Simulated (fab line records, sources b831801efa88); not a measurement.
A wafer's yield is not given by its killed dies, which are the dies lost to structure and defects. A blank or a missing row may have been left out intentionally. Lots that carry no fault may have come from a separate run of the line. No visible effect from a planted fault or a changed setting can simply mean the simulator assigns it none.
Chamber matching ; flow sky130 ; SKY_CAPM_CVD_00 on pecvd-02: 3 sister chambers
The step deposits SiO2, target thk 15.5 nm. 3 wafers are shown with their chamber, then 9 later ones without.

## EACH WAFER AND ITS CHAMBER
wafer;chamber;heater_power_w (W)
L081.5;0;748
L087.4;2;675
L087.6;1;721

## WAFERS WITHOUT THEIR CHAMBER
wafer;heater_power_w (W)
L088.3;759
L088.4;802
L088.6;805
L092.3;799
L092.5;804
L092.6;634
L096.1;768
L096.2;655
L096.5;783

## THE CHAMBER EACH PASSED THROUGH
wafer;from the rows above;in truth
L088.3;can't be placed: 0 or 1 or 2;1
L088.4;can't be placed: 0 or 1 or 2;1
L088.6;can't be placed: 0 or 1 or 2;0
L092.3;can't be placed: 0 or 1 or 2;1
L092.5;can't be placed: 0 or 1 or 2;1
L092.6;can't be placed: 2 or 1 or 0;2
L096.1;can't be placed: 0 or 1 or 2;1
L096.2;can't be placed: 2 or 1 or 0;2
L096.5;can't be placed: 0 or 1 or 2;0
Placed correctly: 0 of 9. From these rows, 9 cannot be placed; in 9 the true chamber is one of the candidates. Placed wrongly: 0.
How it was worked out, from the rows above alone: a wafer's distance from a chamber is the root of the sum, over the readings, of the square of ((its reading less the chamber's mean) divided by the reading's scatter). The wafer belongs to the nearest chamber; if the next one is less than 2 further off, it can't be placed. The mean given for a chamber averages the wafers shown for that chamber. The scatter (one wafer shown for each chamber): square how far every hidden wafer sits from the nearest shown wafer, average those squares and take the square root.
